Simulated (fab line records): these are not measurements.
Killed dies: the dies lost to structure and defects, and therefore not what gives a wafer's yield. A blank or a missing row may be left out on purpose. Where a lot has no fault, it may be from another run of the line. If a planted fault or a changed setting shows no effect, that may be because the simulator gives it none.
fab line records | flow gf180mcu | part 1 of 2: steps 1 to 24 of 34
record lots=5 | wafers=15 | last-day=34
route steps=602 shown M4@463 V4@476
lots untouched by any fault: they come from a run of this same line in which no faults occurred
start-h: the number of hours between the record's first day and the start of the first shown wafer of the lot | wait-h: hours elapsed since this lot's preceding step | " repeats the value in the row above | L1.1+2: one row covering several wafers at once | - no value, or no start given | * or withheld: withheld | < > ~ a bound
route shown NAME@n: names a module that has steps shown in the file, with the first one's number in the route | usual: average and standard deviation across the fault-free wafers | same: alike in all rows | chamber/n: place in a boat | sites: readings site by site | _std_site: their standard deviation | _edge_site: the outer-site mean with the inner-site mean subtracted | radius-mm: how far each site lies from the wafer's centre | mask NAME#n: copy n | behind: the last tool/chamber to shape the wafer | hold: what put the lot on hold/how long, in hours/how the hold closed | device: transistor that didn't switch, given as n, p or np | end of line: tests of these same wafers at the route's end | for a step that has no rows: nothing shown but its recipe | killed: at the first sort, the dies lost to defects and structure; wafer yield is something else | map: shows each die of a wafer: x if killed, . if not, _ if none is there
set.NAME: setting as actually run; set.NAME@STEP: the setting as run at that earlier step | model.NAME: the simulator's own value behind a step, which no gauge read
certain route steps with their lots: each step a table, each wafer a row
services: when a tool's chamber went out of use (start-h, in hours from the record's first day, below 0 if earlier), for how many hours, and the reason
## steps
# step GF_M4_DEHYDRATE_07
# recipe temp-c=200 | time-s=60
# usual exhaust-pa=44.9/1.1
# same time-s=60
lot.wafer | tool           | chamber | start-h | wait-h | exhaust-pa
L076.2    | litho-track-01 | 0       | 555.47  | 10.5   | 43.1
L076.4    | "              | 0       | "       | "      | 42.4
L076.6    | "              | 0       | "       | "      | 43.3
L080.1    | litho-track-03 | 0       | 582.81  | 10.6   | 46.2
L080.4    | "              | 0       | "       | "      | 42.5
L080.6    | "              | 0       | "       | "      | 45.2
L088.1    | litho-track-01 | 0       | 642.85  | 9.2    | 44.0
L088.4    | "              | 0       | "       | "      | 46.0
L088.6    | "              | 0       | "       | "      | 44.7
L090.4    | litho-track-04 | 0       | 651.89  | 9.1    | 46.2
L090.5    | "              | 0       | "       | "      | 45.5
L090.6    | "              | 0       | "       | "      | 45.5
L097.1    | litho-track-01 | 0       | 711.25  | 8.2    | 45.3
L097.4    | "              | 0       | "       | "      | 44.7
L097.5    | "              | 0       | "       | "      | 44.7
# step GF_M4_HMDS_08
# recipe prime-time-s=60 | prime-temp-c=120
# usual exhaust-pa=45.1/0.89
lot.wafer | tool           | chamber | start-h | wait-h | exhaust-pa
L076.2    | litho-track-01 | 0       | 555.62  | 0.1    | 47.1
L076.4    | "              | 0       | "       | "      | 45.8
L076.6    | "              | 0       | "       | "      | 45.7
L080.1    | litho-track-03 | 0       | 582.96  | 0.1    | 45.5
L080.4    | "              | 0       | "       | "      | 47.3
L080.6    | "              | 0       | "       | "      | 44.4
L088.1    | litho-track-01 | 0       | 643.00  | 0.1    | 44.5
L088.4    | "              | 0       | "       | "      | 44.6
L088.6    | "              | 0       | "       | "      | 44.9
L090.4    | litho-track-04 | 0       | 652.04  | 0.1    | 45.7
L090.5    | "              | 0       | "       | "      | 45.5
L090.6    | "              | 0       | "       | "      | 45.9
L097.1    | litho-track-01 | 0       | 711.40  | 0.1    | 45.0
L097.4    | "              | 0       | "       | "      | 44.9
L097.5    | "              | 0       | "       | "      | 45.4
# step GF_M4_COAT_09
# recipe resist=KrF | spin-rpm=withheld | resist-thk-nm=1000
# usual dispense-pressure-kPa=48/5.7 | exhaust-pa=45.1/0.94
lot.wafer | tool           | chamber | start-h | wait-h | dispense-pressure-kPa | exhaust-pa
L076.2    | litho-track-01 | 0       | 555.77  | 0.1    | 43                    | 44.7
L076.4    | "              | 0       | "       | "      | 43                    | 46.1
L076.6    | "              | 0       | "       | "      | 43                    | 45.2
L080.1    | litho-track-03 | 0       | 583.11  | 0.1    | 57                    | 46.1
L080.4    | "              | 0       | "       | "      | 57                    | 45.8
L080.6    | "              | 0       | "       | "      | 57                    | 44.7
L088.1    | litho-track-01 | 0       | 643.15  | 0.1    | 43                    | 47.8
L088.4    | "              | 0       | "       | "      | 43                    | 46.8
L088.6    | "              | 0       | "       | "      | 43                    | 47.1
L090.4    | litho-track-04 | 0       | 652.19  | 0.1    | 47                    | 45.0
L090.5    | "              | 0       | "       | "      | 47                    | 44.5
L090.6    | "              | 0       | "       | "      | 47                    | 45.4
L097.1    | litho-track-01 | 0       | 711.55  | 0.1    | 43                    | 43.1
L097.4    | "              | 0       | "       | "      | 43                    | 43.4
L097.5    | "              | 0       | "       | "      | 43                    | 44.6
# step GF_M4_SOFTBAKE_10
# recipe temp-c=130 | time-s=60 | resist=KrF
# usual exhaust-pa=45.1/0.87
# same time-s=60
lot.wafer | tool           | chamber | start-h | wait-h | exhaust-pa
L076.2    | litho-track-01 | 0       | 555.92  | 0.1    | 44.8
L076.4    | "              | 0       | "       | "      | 45.2
L076.6    | "              | 0       | "       | "      | 45.4
L080.1    | litho-track-03 | 0       | 583.26  | 0.1    | 43.5
L080.4    | "              | 0       | "       | "      | 45.6
L080.6    | "              | 0       | "       | "      | 43.7
L088.1    | litho-track-01 | 0       | 643.30  | 0.1    | 47.3
L088.4    | "              | 0       | "       | "      | 45.9
L088.6    | "              | 0       | "       | "      | 45.7
L090.4    | litho-track-04 | 0       | 652.34  | 0.1    | 44.1
L090.5    | "              | 0       | "       | "      | 43.2
L090.6    | "              | 0       | "       | "      | 43.1
L097.1    | litho-track-01 | 0       | 711.70  | 0.1    | 45.3
L097.4    | "              | 0       | "       | "      | 44.7
L097.5    | "              | 0       | "       | "      | 45.2
# step GF_M4_EXPOSE_11
# recipe mask-id=Metal4 | target-cd-nm=280 | na=0.68 | source-shape=conventional | sigma-outer=0.6 | dose-mj=28
# usual focus-offset-nm=0.0/0.6
lot.wafer | tool           | chamber | start-h | wait-h | mask     | focus-offset-nm
L076.2    | krf-scanner-01 | 0       | -       | -      | Metal4#0 | -0.1
L076.4    | "              | 0       | "       | "      | Metal4#0 | -0.1
L076.6    | "              | 0       | "       | "      | Metal4#0 | -0.2
L080.1    | krf-scanner-02 | 0       | -       | -      | Metal4#0 | -0.4
L080.4    | "              | 0       | "       | "      | Metal4#0 | -0.1
L080.6    | "              | 0       | "       | "      | Metal4#0 | -0.1
L088.1    | krf-scanner-02 | 0       | -       | -      | Metal4#0 | 0.5
L088.4    | "              | 0       | "       | "      | Metal4#0 | -0.3
L088.6    | "              | 0       | "       | "      | Metal4#0 | -0.2
L090.4    | krf-scanner-01 | 0       | -       | -      | Metal4#0 | 0.2
L090.5    | "              | 0       | "       | "      | Metal4#0 | -0.2
L090.6    | "              | 0       | "       | "      | Metal4#0 | -1.4
L097.1    | krf-scanner-02 | 0       | -       | -      | Metal4#0 | 0.8
L097.4    | "              | 0       | "       | "      | Metal4#0 | 0.5
L097.5    | "              | 0       | "       | "      | Metal4#0 | 0.3
# step GF_M4_PEB_12
# recipe peb-temp-c=135 | peb-time-s=90 | resist=KrF
# usual exhaust-pa=45.1/0.92
# same peb-time-s=90
lot.wafer | tool           | chamber | start-h | wait-h | exhaust-pa
L076.2    | litho-track-01 | 0       | -       | -      | 45.8
L076.4    | "              | 0       | "       | "      | 44.8
L076.6    | "              | 0       | "       | "      | 45.5
L080.1    | litho-track-01 | 0       | -       | -      | 44.7
L080.4    | "              | 0       | "       | "      | 44.6
L080.6    | "              | 0       | "       | "      | 45.1
L088.1    | litho-track-04 | 0       | -       | -      | 43.9
L088.4    | "              | 0       | "       | "      | 44.5
L088.6    | "              | 0       | "       | "      | 44.5
L090.4    | litho-track-03 | 0       | -       | -      | 44.0
L090.5    | "              | 0       | "       | "      | 43.6
L090.6    | "              | 0       | "       | "      | 43.8
L097.1    | litho-track-01 | 0       | -       | -      | 45.3
L097.4    | "              | 0       | "       | "      | 44.1
L097.5    | "              | 0       | "       | "      | 44.8
# step GF_M4_DEVELOP_13
# recipe develop-time-s=60 | dev-temp-c=21
# usual exhaust-pa=45.1/0.86
lot.wafer | tool           | chamber | start-h | wait-h | exhaust-pa
L076.2    | litho-track-01 | 0       | 567.27  | 0.2    | 45.9
L076.4    | "              | 0       | "       | "      | 45.6
L076.6    | "              | 0       | "       | "      | 45.2
L080.1    | litho-track-01 | 0       | 593.85  | 0.2    | 45.1
L080.4    | "              | 0       | "       | "      | 45.9
L080.6    | "              | 0       | "       | "      | 45.1
L088.1    | litho-track-04 | 0       | 653.21  | 0.2    | 46.8
L088.4    | "              | 0       | "       | "      | 46.5
L088.6    | "              | 0       | "       | "      | 43.6
L090.4    | litho-track-03 | 0       | 661.93  | 0.1    | 45.0
L090.5    | "              | 0       | "       | "      | 43.8
L090.6    | "              | 0       | "       | "      | 44.1
L097.1    | litho-track-01 | 0       | 720.65  | 0.2    | 44.3
L097.4    | "              | 0       | "       | "      | 45.3
L097.5    | "              | 0       | "       | "      | 43.9
# step GF_M4_CD_MEAS_14
# recipe target-cd-nm=280
# usual cd-nm=280.2/1.4
lot.wafer | tool      | chamber | start-h | wait-h | cd-nm
L076.2    | cd-sem-02 | -       | 567.42  | 0.1    | 281.3
L076.4    | "         | -       | "       | "      | 281.0
L076.6    | "         | -       | "       | "      | 280.6
L080.1    | cd-sem-01 | -       | 594.00  | 0.1    | 278.8
L080.4    | "         | -       | "       | "      | 279.8
L080.6    | "         | -       | "       | "      | 280.2
L088.1    | cd-sem-02 | -       | 653.36  | 0.1    | 279.1
L088.4    | "         | -       | "       | "      | 279.7
L088.6    | "         | -       | "       | "      | 279.8
L090.4    | cd-sem-02 | -       | 662.07  | 0.1    | 282.5
L090.5    | "         | -       | "       | "      | 281.6
L090.6    | "         | -       | "       | "      | 281.5
L097.1    | cd-sem-01 | -       | 720.80  | 0.1    | 282.8
L097.4    | "         | -       | "       | "      | 282.2
L097.5    | "         | -       | "       | "      | 281.8
# step GF_M4_OVL_MEAS_15
# usual M4_OVL=3/4.8
lot.wafer | tool       | chamber | start-h | wait-h | M4_OVL[nm]
L076.2    | overlay-02 | -       | 567.52  | 0.1    | 3
L076.4    | "          | -       | "       | "      | 4
L076.6    | "          | -       | "       | "      | -2
L080.1    | overlay-01 | -       | 594.12  | 0.1    | 10
L080.4    | "          | -       | "       | "      | 4
L080.6    | "          | -       | "       | "      | 1
L088.1    | overlay-02 | -       | 653.48  | 0.1    | -1
L088.4    | "          | -       | "       | "      | 4
L088.6    | "          | -       | "       | "      | 4
L090.4    | overlay-01 | -       | 662.15  | 0.1    | -2
L090.5    | "          | -       | "       | "      | 3
L090.6    | "          | -       | "       | "      | 6
L097.1    | overlay-01 | -       | 720.92  | 0.1    | 4
L097.4    | "          | -       | "       | "      | 5
L097.5    | "          | -       | "       | "      | 1
# step GF_M4_METAL_ETCH_16
# recipe chemistry=Cl2/BCl3 | mask-material=KrF | target-depth-nm=627.5 | stop-on=SiO2 | pressure-mtorr=8 | icp-w=800 | bias-w=140 | Cl2_flow_sccm=80 | bcl3-flow-sccm=40 | time-s=104.6
# usual drypump-motor-current-A=5.7/0.52 | oes-product-au=0.972/0.0069 | rf-fwd-power-W=796.5/2.8 | throttle-valve-pct=28.249/0.012
# same time-s=104.6
lot.wafer | tool         | chamber | start-h | wait-h | drypump-motor-current-A | oes-product-au | rf-fwd-power-W | rf-hours-counter-h | throttle-valve-pct
L076.2    | rie-metal-02 | 1       | 567.55  | 0.0    | 5.8                     | 0.962          | 793.3          | 0                  | 28.251
L076.4    | "            | 1       | "       | "      | 5.8                     | 0.966          | 794.1          | -                  | 28.253
L076.6    | "            | 1       | "       | "      | 5.8                     | 0.977          | 795.8          | -                  | 28.252
L080.1    | rie-metal-02 | 0       | 594.15  | 0.0    | 5.3                     | 0.975          | 793.1          | 0                  | 28.236
L080.4    | "            | 0       | "       | "      | 5.3                     | 0.977          | 794.7          | -                  | 28.237
L080.6    | "            | 1       | "       | "      | 5.7                     | 0.975          | 794.7          | -                  | 28.271
L088.1    | rie-metal-02 | 1       | 653.52  | 0.0    | 5.8                     | 0.980          | 800.2          | 3                  | 28.232
L088.4    | "            | 1       | "       | "      | 5.7                     | 0.971          | 798.1          | -                  | 28.234
L088.6    | "            | 1       | "       | "      | 5.7                     | 0.975          | 798.6          | -                  | 28.238
L090.4    | rie-metal-02 | 1       | 662.20  | 0.0    | 5.7                     | 0.983          | 797.9          | -                  | 28.231
L090.5    | "            | 0       | "       | "      | 5.3                     | 0.977          | 799.1          | -                  | 28.219
L090.6    | "            | 1       | "       | "      | 5.8                     | 0.985          | 797.9          | -                  | 28.240
L097.1    | rie-metal-02 | 0       | 720.95  | 0.0    | 5.3                     | 0.969          | 797.4          | 5                  | 28.255
L097.4    | "            | 1       | "       | "      | 5.8                     | 0.979          | 799.1          | -                  | 28.249
L097.5    | "            | 0       | "       | "      | 5.3                     | 0.981          | 799.4          | -                  | 28.226
# step GF_M4_STRIP_17
# recipe chemistry=O2/N2 | power-w=1400 | pressure-mtorr=1500 | platen-temp-c=250 | o2-flow-sccm=3000 | n2-flow-sccm=300 | overash-fraction=0.5
# usual drypump-motor-current-A=5.36/0.22 | heater-power-w=351/60 | oes-product-au=0.558/0.0051 | strip-time-to-endpoint-s=7.87/0.042
lot.wafer | tool            | chamber | start-h | wait-h | drypump-motor-current-A | heater-power-w | oes-product-au | rf-hours-counter-h | strip-time-to-endpoint-s
L076.2    | plasma-asher-04 | 0       | 567.67  | 0.1    | 5.64                    | 312            | 0.551          | 90                 | 7.78
L076.4    | "               | 0       | "       | "      | 5.67                    | 308            | 0.562          | -                  | 7.80
L076.6    | "               | 0       | "       | "      | 5.66                    | 306            | 0.556          | -                  | 7.86
L080.1    | plasma-asher-01 | 1       | 594.27  | 0.1    | 5.27                    | 364            | 0.566          | 20                 | 7.85
L080.4    | "               | 1       | "       | "      | 5.24                    | 360            | 0.560          | -                  | 7.83
L080.6    | "               | 0       | "       | "      | 5.68                    | 382            | 0.552          | -                  | 7.81
L088.1    | plasma-asher-04 | 0       | 653.63  | 0.1    | 5.64                    | 302            | 0.559          | 98                 | 7.82
L088.4    | "               | 0       | "       | "      | 5.65                    | 300            | 0.559          | -                  | 7.81
L088.6    | "               | 1       | "       | "      | 5.09                    | 451            | 0.556          | -                  | 7.85
L090.4    | plasma-asher-01 | 0       | 662.31  | 0.1    | 5.65                    | 372            | 0.549          | -                  | 7.89
L090.5    | "               | 0       | "       | "      | 5.65                    | 381            | 0.564          | -                  | 7.87
L090.6    | "               | 1       | "       | "      | 5.30                    | 366            | 0.553          | -                  | 7.83
L097.1    | plasma-asher-02 | 0       | 721.07  | 0.1    | 5.37                    | 325            | 0.550          | 61                 | 7.84
L097.4    | "               | 0       | "       | "      | 5.36                    | 319            | 0.566          | -                  | 7.84
L097.5    | "               | 1       | "       | "      | 5.20                    | 287            | 0.558          | -                  | 7.83
# step GF_M4_STRIP_18
# recipe chemistry=post-etch-residue-remover | time-s=1200 | temp-c=72.5
# usual bath-guard-temp-C=72.5/0.57
# same time-s=1200
lot.wafer | tool         | chamber | start-h | wait-h | bath-guard-temp-C
L076.2    | wet-bench-02 | 0       | 567.77  | 0.1    | 71.9
L076.4    | "            | 0       | "       | "      | 72.0
L076.6    | "            | 0       | "       | "      | 72.1
L080.1    | wet-bench-01 | 3       | 594.37  | 0.1    | 72.3
L080.4    | "            | 3       | "       | "      | 71.8
L080.6    | "            | 3       | "       | "      | 71.9
L088.1    | wet-bench-02 | 2       | 653.73  | 0.1    | 72.8
L088.4    | "            | 2       | "       | "      | 72.6
L088.6    | "            | 2       | "       | "      | 72.4
L090.4    | wet-bench-01 | 0       | 662.38  | 0.0    | 71.7
L090.5    | "            | 0       | "       | "      | 71.6
L090.6    | "            | 0       | "       | "      | 72.1
L097.1    | wet-bench-01 | 1       | 721.17  | 0.1    | 72.5
L097.4    | "            | 1       | "       | "      | 72.0
L097.5    | "            | 1       | "       | "      | 72.7
# step GF_M4_CLEAN_19
# recipe chemistry=DIW | dry=n2-spin
lot.wafer  | tool         | chamber | start-h | wait-h
L076.2+4+6 | wet-bench-01 | 3       | 568.14  | 0.0
L080.1+4+6 | wet-bench-04 | 2       | 594.74  | 0.0
L088.1+4+6 | wet-bench-01 | 2       | 654.10  | 0.0
L090.4+5+6 | wet-bench-04 | 1       | 662.78  | 0.0
L097.1+4+5 | wet-bench-04 | 3       | 721.54  | 0.0
# step GF_V4_CVD_00
# recipe material=SiO2 | target-thk-nm=600 | sigma-open-frac=0.3 | temp-c=400 | time-s=100 | sih4-flow-sccm=60 | pressure-mtorr=6
# usual susceptor-temp-C=399.97/0.24
# same time-s=100
lot.wafer | tool      | chamber | start-h | wait-h | susceptor-temp-C
L076.2    | hdpcvd-02 | 2       | 568.23  | 0.0    | 399.93
L076.4    | "         | 2       | "       | "      | 399.48
L076.6    | "         | 1       | "       | "      | 400.00
L080.1    | hdpcvd-01 | 0       | 594.83  | 0.0    | 399.98
L080.4    | "         | 0       | "       | "      | 399.75
L080.6    | "         | 2       | "       | "      | 400.40
L088.1    | hdpcvd-02 | 2       | 654.20  | 0.0    | 399.48
L088.4    | "         | 1       | "       | "      | 399.31
L088.6    | "         | 0       | "       | "      | 399.75
L090.4    | hdpcvd-01 | 0       | 662.91  | 0.0    | 399.62
L090.5    | "         | 1       | "       | "      | 399.77
L090.6    | "         | 2       | "       | "      | 400.18
L097.1    | hdpcvd-01 | 2       | 721.63  | 0.0    | 400.01
L097.4    | "         | 0       | "       | "      | 400.00
L097.5    | "         | 1       | "       | "      | 400.00
# step GF_V4_THK_MEAS_01
# recipe reads=SiO2_of_V4_CVD_00
# usual V4_CVD_00_THK=604/7.1
lot.wafer | tool          | chamber | start-h | wait-h | V4_CVD_00_THK[nm]
L076.2    | film-metro-01 | -       | 568.31  | 0.0    | 608
L076.4    | "             | -       | "       | "      | 605
L076.6    | "             | -       | "       | "      | 597
L080.1    | film-metro-01 | -       | 594.90  | 0.0    | 607
L080.4    | "             | -       | "       | "      | 605
L080.6    | "             | -       | "       | "      | 599
L088.1    | film-metro-04 | -       | 654.27  | 0.0    | 604
L088.4    | "             | -       | "       | "      | 600
L088.6    | "             | -       | "       | "      | 608
L090.4    | film-metro-02 | -       | 662.98  | 0.0    | 606
L090.5    | "             | -       | "       | "      | 602
L090.6    | "             | -       | "       | "      | 595
L097.1    | film-metro-02 | -       | 721.70  | 0.0    | 602
L097.4    | "             | -       | "       | "      | 599
L097.5    | "             | -       | "       | "      | 606
# step GF_V4_CVD_02
# recipe material=SiO2 | target-thk-nm=850 | precursor=TEOS | temp-c=400 | time-s=94.851 | rf-w=600
# usual heater-power-outer-w=355/58 | heater-power-w=616/74 | rf-fwd-power-W=596.5/2.1 | susceptor-temp-C=400.00/0.22
# same time-s=94.851
lot.wafer | tool     | chamber | start-h | wait-h | heater-power-outer-w | heater-power-w | rf-fwd-power-W | susceptor-temp-C
L076.2    | pecvd-03 | 2       | 568.36  | 0.0    | 340                  | 617            | 594.0          | 399.72
L076.4    | "        | 1       | "       | "      | 395                  | 670            | 597.0          | 399.84
L076.6    | "        | 0       | "       | "      | 354                  | 618            | 601.3          | 399.99
L080.1    | pecvd-01 | 2       | 594.96  | 0.1    | 410                  | 641            | 597.1          | 400.23
L080.4    | "        | 1       | "       | "      | 285                  | 583            | 600.2          | 400.37
L080.6    | "        | 2       | "       | "      | 435                  | 668            | 598.1          | 400.02
L088.1    | pecvd-04 | 0       | 654.33  | 0.1    | 196                  | 420            | 598.3          | 400.02
L088.4    | "        | 2       | "       | "      | 425                  | 767            | 597.9          | 399.47
L088.6    | "        | 1       | "       | "      | 328                  | 571            | 596.5          | 400.18
L090.4    | pecvd-04 | 0       | 663.04  | 0.1    | 269                  | 518            | 597.8          | 400.12
L090.5    | "        | 1       | "       | "      | 346                  | 614            | 593.5          | 400.14
L090.6    | "        | 2       | "       | "      | 419                  | 755            | 598.8          | 400.52
L097.1    | pecvd-01 | 2       | 721.76  | 0.1    | 441                  | 671            | 597.4          | 400.40
L097.4    | "        | 1       | "       | "      | 286                  | 597            | 596.6          | 399.81
L097.5    | "        | 0       | "       | "      | 393                  | 643            | 594.6          | 400.24
# step GF_V4_THK_MEAS_03
# recipe reads=SiO2_of_V4_CVD_02
# usual V4_CVD_02_THK=852/12
lot.wafer | tool          | chamber | start-h | wait-h | V4_CVD_02_THK[nm]
L076.2    | film-metro-04 | -       | 568.44  | 0.0    | 854
L076.4    | "             | -       | "       | "      | 857
L076.6    | "             | -       | "       | "      | 844
L080.1    | film-metro-01 | -       | 595.03  | 0.0    | 847
L080.4    | "             | -       | "       | "      | 872
L080.6    | "             | -       | "       | "      | 858
L088.1    | film-metro-02 | -       | 654.40  | 0.0    | 842
L088.4    | "             | -       | "       | "      | 852
L088.6    | "             | -       | "       | "      | 857
L090.4    | film-metro-02 | -       | 663.11  | 0.0    | 860
L090.5    | "             | -       | "       | "      | 860
L090.6    | "             | -       | "       | "      | 867
L097.1    | film-metro-01 | -       | 721.83  | 0.0    | 840
L097.4    | "             | -       | "       | "      | 870
L097.5    | "             | -       | "       | "      | 850
# step GF_V4_CMP_04
# recipe material=SiO2 | down-force-psi=4 | platen-rpm=60 | pad-velocity-m-s=0.94248
# usual motor-current-A=12.4/1 | slurry-filter-dp-kPa=13.50/0.15 | time-to-endpoint-s=82/5.2
lot.wafer | tool   | chamber | start-h | wait-h | motor-current-A | slurry-filter-dp-kPa | time-to-endpoint-s
L076.4    | cmp-02 | 0       | 568.54  | 0.1    | 14.1            | 13.50                | 86
L076.2    | "      | 2       | "       | "      | 13.2            | 13.46                | 83
L076.6    | "      | 3       | "       | "      | 13.1            | 13.55                | 83
L080.4    | cmp-01 | 0       | 595.14  | 0.1    | 12.2            | 13.43                | 87
L080.1    | "      | 1       | "       | "      | 11.9            | 13.49                | 79
L080.6    | "      | 0       | "       | "      | 11.7            | 13.65                | 80
L088.4    | cmp-01 | 0       | 654.46  | 0.0    | 11.0            | 13.52                | 84
L088.1    | "      | 1       | "       | "      | 11.9            | 13.53                | 78
L088.6    | "      | 0       | "       | "      | 11.8            | 13.64                | 87
L090.4    | cmp-01 | 2       | 663.29  | 0.2    | 11.5            | 13.59                | 87
L090.6    | "      | 3       | "       | "      | 13.5            | 13.57                | 88
L090.5    | "      | 0       | "       | "      | 11.6            | 13.72                | 86
L097.1    | cmp-02 | 2       | 722.51  | 0.7    | 13.3            | 13.36                | 84
L097.4    | "      | 3       | "       | "      | 13.4            | 13.41                | 93
L097.5    | "      | 2       | "       | "      | 12.5            | 13.76                | 84
# step GF_V4_BOW_MEAS_05
# recipe mode=bow
# usual V4_BOW=136/8.6
lot.wafer | tool          | chamber | start-h | wait-h | V4_BOW[um]
L076.2    | film-metro-01 | -       | 568.81  | 0.1    | 137
L076.4    | "             | -       | "       | "      | 151
L076.6    | "             | -       | "       | "      | 159
L080.1    | film-metro-01 | -       | 595.39  | 0.1    | 146
L080.4    | "             | -       | "       | "      | 144
L080.6    | "             | -       | "       | "      | 130
L088.1    | film-metro-02 | -       | 654.76  | 0.2    | 128
L088.4    | "             | -       | "       | "      | 141
L088.6    | "             | -       | "       | "      | 140
L090.4    | film-metro-01 | -       | 663.50  | 0.2    | 124
L090.5    | "             | -       | "       | "      | 135
L090.6    | "             | -       | "       | "      | 135
L097.1    | film-metro-04 | -       | 722.81  | 0.2    | 147
L097.4    | "             | -       | "       | "      | 133
L097.5    | "             | -       | "       | "      | 135
# step GF_V4_DEHYDRATE_06
# recipe temp-c=200 | time-s=60
# usual exhaust-pa=45.2/0.9
# same time-s=60
lot.wafer | tool           | chamber | start-h | wait-h | exhaust-pa
L076.2    | litho-track-02 | 0       | 579.05  | 10.2   | 45.3
L076.4    | "              | 0       | "       | "      | 45.7
L076.6    | "              | 0       | "       | "      | 46.1
L080.1    | litho-track-02 | 0       | 605.52  | 10.1   | 43.8
L080.4    | "              | 0       | "       | "      | 43.4
L080.6    | "              | 0       | "       | "      | 42.9
L088.1    | litho-track-03 | 0       | 663.56  | 8.8    | 45.3
L088.4    | "              | 0       | "       | "      | 45.8
L088.6    | "              | 0       | "       | "      | 44.7
L090.4    | litho-track-01 | 0       | 672.97  | 9.5    | 47.2
L090.5    | "              | 0       | "       | "      | 46.1
L090.6    | "              | 0       | "       | "      | 46.1
L097.1    | litho-track-01 | 0       | 730.45  | 7.6    | 45.3
L097.4    | "              | 0       | "       | "      | 46.1
L097.5    | "              | 0       | "       | "      | 44.4
# step GF_V4_HMDS_07
# recipe prime-time-s=60 | prime-temp-c=120
# usual exhaust-pa=45.0/0.89
lot.wafer | tool           | chamber | start-h | wait-h | exhaust-pa
L076.2    | litho-track-02 | 0       | 579.20  | 0.1    | 44.5
L076.4    | "              | 0       | "       | "      | 44.3
L076.6    | "              | 0       | "       | "      | 43.5
L080.1    | litho-track-02 | 0       | 605.67  | 0.1    | 45.0
L080.4    | "              | 0       | "       | "      | 45.2
L080.6    | "              | 0       | "       | "      | 44.6
L088.1    | litho-track-03 | 0       | 663.71  | 0.1    | 44.0
L088.4    | "              | 0       | "       | "      | 44.4
L088.6    | "              | 0       | "       | "      | 44.2
L090.4    | litho-track-01 | 0       | 673.12  | 0.1    | 44.5
L090.5    | "              | 0       | "       | "      | 44.7
L090.6    | "              | 0       | "       | "      | 44.3
L097.1    | litho-track-01 | 0       | 730.60  | 0.1    | 43.3
L097.4    | "              | 0       | "       | "      | 46.6
L097.5    | "              | 0       | "       | "      | 44.2
# step GF_V4_COAT_08
# recipe resist=BARC | temp-c=withheld | time-s=withheld | spin-rpm=withheld | resist-thk-nm=withheld
# usual dispense-pressure-kPa=50/5.7 | exhaust-pa=44.9/0.81
lot.wafer | tool           | chamber | start-h | wait-h | dispense-pressure-kPa | exhaust-pa
L076.2    | litho-track-02 | 0       | 579.35  | 0.1    | 50                    | 45.2
L076.4    | "              | 0       | "       | "      | 50                    | 45.2
L076.6    | "              | 0       | "       | "      | 50                    | 46.5
L080.1    | litho-track-02 | 0       | 605.82  | 0.1    | 50                    | 44.9
L080.4    | "              | 0       | "       | "      | 50                    | 44.9
L080.6    | "              | 0       | "       | "      | 50                    | 45.3
L088.1    | litho-track-03 | 0       | 663.86  | 0.1    | 57                    | 44.5
L088.4    | "              | 0       | "       | "      | 57                    | 45.2
L088.6    | "              | 0       | "       | "      | 57                    | 45.4
L090.4    | litho-track-01 | 0       | 673.27  | 0.1    | 43                    | 44.9
L090.5    | "              | 0       | "       | "      | 43                    | 44.3
L090.6    | "              | 0       | "       | "      | 43                    | 45.8
L097.1    | litho-track-01 | 0       | 730.75  | 0.1    | 43                    | 45.1
L097.4    | "              | 0       | "       | "      | 43                    | 45.8
L097.5    | "              | 0       | "       | "      | 43                    | 45.9
# step GF_V4_COAT_09
# recipe resist=KrF | spin-rpm=withheld | resist-thk-nm=1000
# usual dispense-pressure-kPa=50/5.7 | exhaust-pa=44.9/1
lot.wafer | tool           | chamber | start-h | wait-h | dispense-pressure-kPa | exhaust-pa
L076.2    | litho-track-02 | 0       | -       | -      | 50                    | 44.1
L076.4    | "              | 0       | "       | "      | 50                    | 43.8
L076.6    | "              | 0       | "       | "      | 50                    | 45.4
L080.1    | litho-track-02 | 0       | -       | -      | 50                    | 43.4
L080.4    | "              | 0       | "       | "      | 50                    | 45.2
L080.6    | "              | 0       | "       | "      | 50                    | 44.1
L088.1    | litho-track-03 | 0       | -       | -      | 57                    | 45.5
L088.4    | "              | 0       | "       | "      | 57                    | 44.1
L088.6    | "              | 0       | "       | "      | 57                    | 44.7
L090.4    | litho-track-01 | 0       | -       | -      | 43                    | 45.9
L090.5    | "              | 0       | "       | "      | 43                    | 44.9
L090.6    | "              | 0       | "       | "      | 43                    | 46.2
L097.1    | litho-track-01 | 0       | -       | -      | 43                    | 46.8
L097.4    | "              | 0       | "       | "      | 43                    | 43.7
L097.5    | "              | 0       | "       | "      | 43                    | 45.5
# step GF_V4_SOFTBAKE_10
# recipe temp-c=130 | time-s=60 | resist=KrF
# usual exhaust-pa=45.0/1
# same time-s=60
lot.wafer | tool           | chamber | start-h | wait-h | exhaust-pa
L076.2    | litho-track-02 | 0       | -       | -      | 45.2
L076.4    | "              | 0       | "       | "      | 44.5
L076.6    | "              | 0       | "       | "      | 44.8
L080.1    | litho-track-02 | 0       | -       | -      | 45.4
L080.4    | "              | 0       | "       | "      | 45.0
L080.6    | "              | 0       | "       | "      | 44.3
L088.1    | litho-track-03 | 0       | -       | -      | 46.6
L088.4    | "              | 0       | "       | "      | 44.3
L088.6    | "              | 0       | "       | "      | 44.5
L090.4    | litho-track-01 | 0       | -       | -      | 45.0
L090.5    | "              | 0       | "       | "      | 43.9
L090.6    | "              | 0       | "       | "      | 45.2
L097.1    | litho-track-01 | 0       | -       | -      | 45.1
L097.4    | "              | 0       | "       | "      | 45.3
L097.5    | "              | 0       | "       | "      | 46.1
